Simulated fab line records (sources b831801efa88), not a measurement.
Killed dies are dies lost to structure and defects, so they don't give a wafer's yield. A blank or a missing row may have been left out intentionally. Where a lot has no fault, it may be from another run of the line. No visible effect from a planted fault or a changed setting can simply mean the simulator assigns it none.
Matching of chambers | flow sky130 | SKY_POLY_GATE_ETCH_17 on rie_si-01 has 4 sister chambers
The step etches poly-Si in HBr/Cl2, stops on SiO2, target depth 180 nm, time 70.5 s. 14 wafers are shown with their chamber, then 7 later ones without.

== WAFERS WITH THEIR CHAMBER ==
wafer  | chamber | drypump_motor_current_A (A) | he_backside_leak_sccm (sccm) | oes_product_au (a.u.)
L265.1 | 3       | 5.4                         | 2.90                         | 0.985
L265.2 | 2       | 5.1                         | 2.69                         | 0.987
L265.6 | 1       | 6.6                         | 2.79                         | 0.984
L266.2 | 2       | 5.1                         | 2.79                         | 0.996
L266.3 | 0       | 6.3                         | 2.53                         | 0.984
L266.4 | 1       | 6.6                         | 2.67                         | 0.986
L271.1 | 3       | 5.4                         | 2.95                         | 0.997
L271.3 | 1       | 6.7                         | 2.75                         | 0.974
L271.5 | 2       | 5.1                         | 2.74                         | 1.000
L277.3 | 0       | 6.3                         | 2.29                         | 0.968
L277.4 | 2       | 5.1                         | 2.71                         | 0.992
L277.6 | 0       | 6.3                         | 2.39                         | 0.976
L281.2 | 1       | 6.6                         | 2.81                         | 0.984
L281.5 | 1       | 6.6                         | 2.72                         | 0.979

SIGNATURES (averages over the wafers above)
reading                 | chamber 0 | chamber 1 | chamber 2 | chamber 3 | scatter within a chamber
drypump_motor_current_A | 6.300     | 6.620     | 5.100     | 5.400     | 0.0283
he_backside_leak_sccm   | 2.4033    | 2.7480    | 2.7325    | 2.9250    | 0.0696
oes_product_au          | 0.97600   | 0.98140   | 0.99375   | 0.99100   | 0.00623
Rule: for a wafer and a chamber, the distance is found by dividing, reading by reading, the gap between the wafer's reading and the chamber's mean by the reading's scatter, squaring, summing and taking the root. The wafer belongs to the nearest chamber; if the next one is less than 2 further off, it can't be placed. How the scatter is found: for the shown wafers, subtract from each reading the mean of its chamber, square and add these, divide the total by (wafers less chambers), then take the root.

== WAFERS WITHOUT THEIR CHAMBER ==
wafer  | drypump_motor_current_A (A) | he_backside_leak_sccm (sccm) | oes_product_au (a.u.)
L281.6 | 5.1                         | 2.97                         | 0.988
L282.1 | 6.2                         | 2.42                         | 0.997
L282.4 | 5.1                         | 2.81                         | 0.988
L282.5 | 5.4                         | 2.86                         | 0.996
L288.2 | 5.1                         | 2.68                         | 0.991
L288.3 | 5.4                         | 2.85                         | 1.005
L288.5 | 5.4                         | 2.77                         | 1.010

== WHICH CHAMBER EACH ONE RAN IN ==
wafer  | from the rows above | in truth
L281.6 | 2                   | 2
L282.1 | 0                   | 0
L282.4 | 2                   | 2
L282.5 | 3                   | 3
L288.2 | 2                   | 2
L288.3 | 3                   | 3
L288.5 | 3                   | 3
Correct placement for 7 of the 7. Can't be placed from these rows: 0. Wrongly placed: 0.
